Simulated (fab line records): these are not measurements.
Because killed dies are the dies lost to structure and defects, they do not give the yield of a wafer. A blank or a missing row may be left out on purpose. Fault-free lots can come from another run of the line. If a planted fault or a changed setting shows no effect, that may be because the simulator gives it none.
Which tool did it? / flow sky130 / Sampling: 13 lots, 36 wafers, 6 of 708 route steps

WHAT THE GAUGES READ, wafer by wafer
The record lacks any reading of a measuring or inspecting step that a usual standard deviation could be used to judge.

WHICH TOOL RAN EACH LOT (tool, then ch and the chambers of the sampled wafers, then the start)
lot=L375; SKY_SD_N_RTA_14=rtpAnneal-01 ch 0, day 28 10:13; SKY_LI_CONTACT_SPUTTER_20=pvdSputter-02, day 29 15:47; SKY_LI_CONTACT_CMP_24=cmp-02 ch 1,2, day 29 16:13; SKY_CONTACT_CMP_04=cmp-02 ch 2,3, day 30 22:17; SKY_CONTACT_ETCH_17=rieDiel-03 ch 0,1,2, day 32 02:49; SKY_PAD_OPEN_PROBE_99=-
lot=L376; SKY_SD_N_RTA_14=rtpAnneal-02 ch 0, day 28 11:39; SKY_LI_CONTACT_SPUTTER_20=pvdSputter-03, day 29 17:44; SKY_LI_CONTACT_CMP_24=cmp-01 ch 0,2, day 29 18:10; SKY_CONTACT_CMP_04=cmp-02 ch 1,2,3, day 31 00:10; SKY_CONTACT_ETCH_17=rieDiel-01 ch 0,1,2, day 32 04:38; SKY_PAD_OPEN_PROBE_99=-
lot=L374; SKY_SD_N_RTA_14=rtpAnneal-01 ch 0, day 28 13:01; SKY_LI_CONTACT_SPUTTER_20=pvdSputter-02, day 29 19:20; SKY_LI_CONTACT_CMP_24=cmp-01 ch 0,1,3, day 29 19:45; SKY_CONTACT_CMP_04=cmp-01 ch 0,2,3, day 31 02:13; SKY_CONTACT_ETCH_17=rieDiel-03 ch 0,3, day 32 06:13; SKY_PAD_OPEN_PROBE_99=-
lot=L377; SKY_SD_N_RTA_14=rtpAnneal-01 ch 0, day 29 15:56; SKY_LI_CONTACT_SPUTTER_20=pvdSputter-02, day 30 22:22; SKY_LI_CONTACT_CMP_24=cmp-02 ch 1,2,3, day 30 22:47; SKY_CONTACT_CMP_04=cmp-02 ch 0,1,3, day 32 04:28; SKY_CONTACT_ETCH_17=rieDiel-02 ch 1,3, day 33 08:19; SKY_PAD_OPEN_PROBE_99=prober-02, day 47 05:07
lot=L378; SKY_SD_N_RTA_14=rtpAnneal-02 ch 0, day 29 16:10; SKY_LI_CONTACT_SPUTTER_20=pvdSputter-01, day 30 22:26; SKY_LI_CONTACT_CMP_24=cmp-02 ch 1,2,3, day 30 23:08; SKY_CONTACT_CMP_04=cmp-02 ch 0,2, day 32 05:22; SKY_CONTACT_ETCH_17=rieDiel-03 ch 0,1,2, day 33 09:27; SKY_PAD_OPEN_PROBE_99=prober-01, day 47 06:14
lot=L381; SKY_SD_N_RTA_14=rtpAnneal-01 ch 0, day 31 00:56; SKY_LI_CONTACT_SPUTTER_20=pvdSputter-03, day 32 06:05; SKY_LI_CONTACT_CMP_24=cmp-02 ch 0,1,3, day 32 06:52; SKY_CONTACT_CMP_04=cmp-01 ch 0,1, day 33 12:04; SKY_CONTACT_ETCH_17=rieDiel-01 ch 0,1, day 34 15:43; SKY_PAD_OPEN_PROBE_99=prober-02, day 48 05:03
lot=L380; SKY_SD_N_RTA_14=rtpAnneal-02 ch 0, day 31 01:34; SKY_LI_CONTACT_SPUTTER_20=pvdSputter-03, day 32 06:47; SKY_LI_CONTACT_CMP_24=cmp-02 ch 0,2,3, day 32 07:28; SKY_CONTACT_CMP_04=cmp-01 ch 1,2,3, day 33 12:56; SKY_CONTACT_ETCH_17=rieDiel-01 ch 0,3, day 34 16:20; SKY_PAD_OPEN_PROBE_99=-
lot=L383; SKY_SD_N_RTA_14=rtpAnneal-01 ch 0, day 31 18:21; SKY_LI_CONTACT_SPUTTER_20=pvdSputter-01, day 32 23:58; SKY_LI_CONTACT_CMP_24=cmp-02 ch 1,2, day 33 00:23; SKY_CONTACT_CMP_04=cmp-02 ch 0,1,2, day 34 05:08; SKY_CONTACT_ETCH_17=rieDiel-03 ch 1,2, day 35 07:34; SKY_PAD_OPEN_PROBE_99=-
lot=L382; SKY_SD_N_RTA_14=rtpAnneal-02 ch 0, day 31 22:05; SKY_LI_CONTACT_SPUTTER_20=pvdSputter-02, day 33 03:44; SKY_LI_CONTACT_CMP_24=cmp-02 ch 0,1,3, day 33 04:07; SKY_CONTACT_CMP_04=cmp-01 ch 1,2,3, day 34 08:15; SKY_CONTACT_ETCH_17=rieDiel-03 ch 0,2,3, day 35 10:25; SKY_PAD_OPEN_PROBE_99=prober-01, day 48 16:53
lot=L388; SKY_SD_N_RTA_14=rtpAnneal-02 ch 0, day 33 00:41; SKY_LI_CONTACT_SPUTTER_20=pvdSputter-01, day 34 05:22; SKY_LI_CONTACT_CMP_24=cmp-02 ch 1,2, day 34 05:53; SKY_CONTACT_CMP_04=cmp-01 ch 2, day 35 09:22; SKY_CONTACT_ETCH_17=rieDiel-02 ch 2, day 36 12:49; SKY_PAD_OPEN_PROBE_99=prober-02, day 49 13:47
lot=L387; SKY_SD_N_RTA_14=rtpAnneal-01 ch 0, day 33 03:59; SKY_LI_CONTACT_SPUTTER_20=pvdSputter-03, day 34 08:50; SKY_LI_CONTACT_CMP_24=cmp-01 ch 2,3, day 34 09:22; SKY_CONTACT_CMP_04=cmp-01 ch 1,2, day 35 13:28; SKY_CONTACT_ETCH_17=rieDiel-01 ch 0,3, day 36 16:14; SKY_PAD_OPEN_PROBE_99=prober-02, day 49 14:11
lot=L389; SKY_SD_N_RTA_14=rtpAnneal-02 ch 0, day 33 10:11; SKY_LI_CONTACT_SPUTTER_20=pvdSputter-02, day 34 15:09; SKY_LI_CONTACT_CMP_24=cmp-02 ch 0,1, day 34 16:17; SKY_CONTACT_CMP_04=cmp-01 ch 1,2, day 35 19:32; SKY_CONTACT_ETCH_17=rieDiel-01 ch 0,1, day 36 22:17; SKY_PAD_OPEN_PROBE_99=prober-01, day 49 17:15
lot=L394; SKY_SD_N_RTA_14=rtpAnneal-01 ch 0, day 34 14:45; SKY_LI_CONTACT_SPUTTER_20=pvdSputter-01, day 35 18:59; SKY_LI_CONTACT_CMP_24=cmp-02 ch 0,3, day 35 19:27; SKY_CONTACT_CMP_04=cmp-02 ch 2,3, day 36 23:37; SKY_CONTACT_ETCH_17=rieDiel-01 ch 2,3, day 38 02:20; SKY_PAD_OPEN_PROBE_99=-
- SKY_SD_N_RTA_14: time 2 s.
- SKY_LI_CONTACT_SPUTTER_20: material TiN, target thk 20 nm, time 80 s.
- SKY_LI_CONTACT_CMP_24: polishes, stops on PSG, t overpolish 20 s, target thk 0 nm.
- SKY_CONTACT_CMP_04: polishes SiO2.
- SKY_CONTACT_ETCH_17: etches SiO2 in C4F8/O2/Ar, stops on Si3N4, target depth 340 nm.
- SKY_PAD_OPEN_PROBE_99

AS READ BY THE TOOLS THEMSELVES (means over the sampled wafers that have a number; for cases with no such wafer, the mark the record gives instead)
SKY_SD_N_RTA_14. Usual: lampPowerPct 15.74 %, standard deviation 0.05; rampDownCPerS 90.001, standard deviation 0.016; wafer_temp_C_max 1078.2, standard deviation 1.5.
lot=L375; tool=rtpAnneal-01; lampPowerPct (%)=15.68; rampDownCPerS=90.000; wafer_temp_C_max=1078.7; flag=
lot=L376; tool=rtpAnneal-02; lampPowerPct (%)=15.75; rampDownCPerS=89.997; wafer_temp_C_max=1077.8; flag=
lot=L374; tool=rtpAnneal-01; lampPowerPct (%)=15.74; rampDownCPerS=89.987; wafer_temp_C_max=1077.5; flag=
lot=L377; tool=rtpAnneal-01; lampPowerPct (%)=15.76; rampDownCPerS=89.994; wafer_temp_C_max=1078.2; flag=
lot=L378; tool=rtpAnneal-02; lampPowerPct (%)=15.72; rampDownCPerS=90.015; wafer_temp_C_max=1079.4; flag=
lot=L381; tool=rtpAnneal-01; lampPowerPct (%)=15.76; rampDownCPerS=89.991; wafer_temp_C_max=1078.6; flag=
lot=L380; tool=rtpAnneal-02; lampPowerPct (%)=15.70; rampDownCPerS=90.005; wafer_temp_C_max=1077.6; flag=
lot=L383; tool=rtpAnneal-01; lampPowerPct (%)=15.77; rampDownCPerS=90.016; wafer_temp_C_max=1077.9; flag=
lot=L382; tool=rtpAnneal-02; lampPowerPct (%)=15.71; rampDownCPerS=89.994; wafer_temp_C_max=1078.3; flag=
lot=L388; tool=rtpAnneal-02; lampPowerPct (%)=15.77; rampDownCPerS=90.011; wafer_temp_C_max=1078.2; flag=
lot=L387; tool=rtpAnneal-01; lampPowerPct (%)=15.75; rampDownCPerS=89.999; wafer_temp_C_max=1078.7; flag=
lot=L389; tool=rtpAnneal-02; lampPowerPct (%)=15.75; rampDownCPerS=89.993; wafer_temp_C_max=1078.5; flag=
lot=L394; tool=rtpAnneal-01; lampPowerPct (%)=15.66; rampDownCPerS=89.995; wafer_temp_C_max=1079.5; flag=

SKY_LI_CONTACT_SPUTTER_20. Usual: 30.0 % for throttleValvePct, sd 1.3.
lot=L375; tool=pvdSputter-02; throttleValvePct (%)=30.1; flag=
lot=L376; tool=pvdSputter-03; throttleValvePct (%)=29.5; flag=
lot=L374; tool=pvdSputter-02; throttleValvePct (%)=31.2; flag=
lot=L377; tool=pvdSputter-02; throttleValvePct (%)=31.2; flag=
lot=L378; tool=pvdSputter-01; throttleValvePct (%)=29.7; flag=
lot=L381; tool=pvdSputter-03; throttleValvePct (%)=30.1; flag=
lot=L380; tool=pvdSputter-03; throttleValvePct (%)=30.1; flag=
lot=L383; tool=pvdSputter-01; throttleValvePct (%)=29.6; flag=
lot=L382; tool=pvdSputter-02; throttleValvePct (%)=31.7; flag=
lot=L388; tool=pvdSputter-01; throttleValvePct (%)=30.4; flag=
lot=L387; tool=pvdSputter-03; throttleValvePct (%)=29.9; flag=
lot=L389; tool=pvdSputter-02; throttleValvePct (%)=30.8; flag=
lot=L394; tool=pvdSputter-01; throttleValvePct (%)=29.7; flag=

SKY_LI_CONTACT_CMP_24. Usual: motorCurrentA 10.6 A, standard deviation 1.2; overpolishRunS 20.000 s, standard deviation 0.0087; timeToEndpointS 97 s, standard deviation 6.3.
lot=L375; tool=cmp-02; motorCurrentA (A)=9.8; overpolishRunS (s)=19.993; timeToEndpointS (s)=94; flag=
lot=L376; tool=cmp-01; motorCurrentA (A)=11.0; overpolishRunS (s)=19.998; timeToEndpointS (s)=90; flag=
lot=L374; tool=cmp-01; motorCurrentA (A)=11.1; overpolishRunS (s)=20.000; timeToEndpointS (s)=87; flag=
lot=L377; tool=cmp-02; motorCurrentA (A)=10.3; overpolishRunS (s)=20.009; timeToEndpointS (s)=90; flag=
lot=L378; tool=cmp-02; motorCurrentA (A)=10.3; overpolishRunS (s)=20.000; timeToEndpointS (s)=97; flag=
lot=L381; tool=cmp-02; motorCurrentA (A)=9.7; overpolishRunS (s)=19.995; timeToEndpointS (s)=100; flag=
lot=L380; tool=cmp-02; motorCurrentA (A)=10.6; overpolishRunS (s)=20.007; timeToEndpointS (s)=103; flag=
lot=L383; tool=cmp-02; motorCurrentA (A)=10.8; overpolishRunS (s)=20.001; timeToEndpointS (s)=98; flag=
lot=L382; tool=cmp-02; motorCurrentA (A)=10.1; overpolishRunS (s)=20.002; timeToEndpointS (s)=102; flag=
lot=L388; tool=cmp-02; motorCurrentA (A)=10.2; overpolishRunS (s)=20.005; timeToEndpointS (s)=89; flag=
lot=L387; tool=cmp-01; motorCurrentA (A)=12.2; overpolishRunS (s)=19.985; timeToEndpointS (s)=92; flag=
lot=L389; tool=cmp-02; motorCurrentA (A)=9.2; overpolishRunS (s)=19.996; timeToEndpointS (s)=99; flag=
lot=L394; tool=cmp-02; motorCurrentA (A)=10.5; overpolishRunS (s)=19.988; timeToEndpointS (s)=104; flag=

SKY_CONTACT_CMP_04. Usual: motorCurrentA 11.8 A, standard deviation 1.3; timeToEndpointS 82 s, standard deviation 5.7.
lot=L375; tool=cmp-02; motorCurrentA (A)=12.3; timeToEndpointS (s)=82; flag=
lot=L376; tool=cmp-02; motorCurrentA (A)=11.4; timeToEndpointS (s)=81; flag=
lot=L374; tool=cmp-01; motorCurrentA (A)=12.6; timeToEndpointS (s)=84; flag=
lot=L377; tool=cmp-02; motorCurrentA (A)=10.8; timeToEndpointS (s)=83; flag=
lot=L378; tool=cmp-02; motorCurrentA (A)=12.0; timeToEndpointS (s)=84; flag=
lot=L381; tool=cmp-01; motorCurrentA (A)=11.1; timeToEndpointS (s)=76; flag=
lot=L380; tool=cmp-01; motorCurrentA (A)=12.6; timeToEndpointS (s)=80; flag=
lot=L383; tool=cmp-02; motorCurrentA (A)=11.3; timeToEndpointS (s)=78; flag=
lot=L382; tool=cmp-01; motorCurrentA (A)=12.7; timeToEndpointS (s)=82; flag=
lot=L388; tool=cmp-01; motorCurrentA (A)=12.9; timeToEndpointS (s)=95; flag=
lot=L387; tool=cmp-01; motorCurrentA (A)=12.5; timeToEndpointS (s)=94; flag=
lot=L389; tool=cmp-01; motorCurrentA (A)=12.4; timeToEndpointS (s)=99; flag=
lot=L394; tool=cmp-02; motorCurrentA (A)=12.3; timeToEndpointS (s)=86; flag=

SKY_CONTACT_ETCH_17. Usual: 0.891 a.u. for oesProductAu, sd 0.0052.
lot=L375; tool=rieDiel-03; oesProductAu (a.u.)=0.892; flag=
lot=L376; tool=rieDiel-01; oesProductAu (a.u.)=0.891; flag=
lot=L374; tool=rieDiel-03; oesProductAu (a.u.)=0.892; flag=
lot=L377; tool=rieDiel-02; oesProductAu (a.u.)=0.893; flag=
lot=L378; tool=rieDiel-03; oesProductAu (a.u.)=0.893; flag=
lot=L381; tool=rieDiel-01; oesProductAu (a.u.)=0.889; flag=
lot=L380; tool=rieDiel-01; oesProductAu (a.u.)=0.892; flag=
lot=L383; tool=rieDiel-03; oesProductAu (a.u.)=0.893; flag=
lot=L382; tool=rieDiel-03; oesProductAu (a.u.)=0.895; flag=
lot=L388; tool=rieDiel-02; oesProductAu (a.u.)=0.942; flag=OFF
lot=L387; tool=rieDiel-01; oesProductAu (a.u.)=0.936; flag=OFF
lot=L389; tool=rieDiel-01; oesProductAu (a.u.)=0.940; flag=OFF
lot=L394; tool=rieDiel-01; oesProductAu (a.u.)=0.885; flag=

SKY_PAD_OPEN_PROBE_99. Usual: killed_at_M0_to_M3 44, standard deviation 7.7; killed_at_M4_up 3.0, standard deviation 1.9; killedAtContacts 25, standard deviation 5.6; killedAtFrontEnd 15, standard deviation 4.6; killedAtOther 0.3, standard deviation 0.47; killedDies 86, standard deviation 9.9; killedOnRim 17, standard deviation 3.6; killedOpen 47, standard deviation 7.4; killedShort 39, standard deviation 5.9.
lot=L377 tool=prober-02 killed_at_M0_to_M3=46 killed_at_M4_up=5.0 killedAtContacts=29 killedAtFrontEnd=14 killedAtOther=0.0 killedDies=94 killedOnRim=21 killedOpen=53 killedShort=41 flag=
lot=L378 tool=prober-01 killed_at_M0_to_M3=53 killed_at_M4_up=2.3 killedAtContacts=27 killedAtFrontEnd=14 killedAtOther=0.7 killedDies=97 killedOnRim=21 killedOpen=56 killedShort=42 flag=
lot=L381 tool=prober-02 killed_at_M0_to_M3=37 killed_at_M4_up=2.7 killedAtContacts=23 killedAtFrontEnd=10 killedAtOther=0.0 killedDies=74 killedOnRim=19 killedOpen=37 killedShort=37 flag=
lot=L382 tool=prober-01 killed_at_M0_to_M3=43 killed_at_M4_up=2.3 killedAtContacts=22 killedAtFrontEnd=17 killedAtOther=0.3 killedDies=84 killedOnRim=20 killedOpen=52 killedShort=32 flag=
lot=L388 tool=prober-02 killed_at_M0_to_M3=52 killed_at_M4_up=4.5 killedAtContacts=100 killedAtFrontEnd=17 killedAtOther=1.0 killedDies=175 killedOnRim=36 killedOpen=54 killedShort=42 flag=OFF
lot=L387 tool=prober-02 killed_at_M0_to_M3=42 killed_at_M4_up=3.5 killedAtContacts=208 killedAtFrontEnd=7 killedAtOther=0.5 killedDies=261 killedOnRim=32 killedOpen=44 killedShort=38 flag=OFF
lot=L389 tool=prober-01 killed_at_M0_to_M3=50 killed_at_M4_up=1.5 killedAtContacts=85 killedAtFrontEnd=19 killedAtOther=0.0 killedDies=155 killedOnRim=48 killedOpen=49 killedShort=42 flag=OFF

THE ANSWER, worked out from the rows above alone
Rule: lot off if the mean of its wafers having a number is beyond 3 standard deviations from the usual mean. Also off: a lot with no number at a reading for which 4 or more lots have one. Any other lot the step has rows for is counted as sound. First the gauges in route order, then the tools' own readings, where a lot's mean is used as printed above. The first step at which some lot is off is used, and at that step the reading that is off furthest; a lot without a number counts as furthest.
Off, at SKY_CONTACT_ETCH_17 on oesProductAu: L388, L387, L389.
A tool fits if, at that step or a process step before it, it ran every lot that is off, and no sound lot after the first of them. One fits: cmp-01 at SKY_CONTACT_CMP_04. Its last sound lot is L382 (day 34 08:15), its first lot that is off L388 (day 35 09:22): a fault that began between those two fits.
The tool's own readings at SKY_CONTACT_CMP_04 bear it out: on the lots that are off they differ by more than 5 times the standard deviation of the sound lots' means. timeToEndpointS reads 96 s there against 82 s on the sound lots.

WHAT THE SIMULATOR PUT IN
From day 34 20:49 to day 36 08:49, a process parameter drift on cmp-01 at SKY_CONTACT_CMP_04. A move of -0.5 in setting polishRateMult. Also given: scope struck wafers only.
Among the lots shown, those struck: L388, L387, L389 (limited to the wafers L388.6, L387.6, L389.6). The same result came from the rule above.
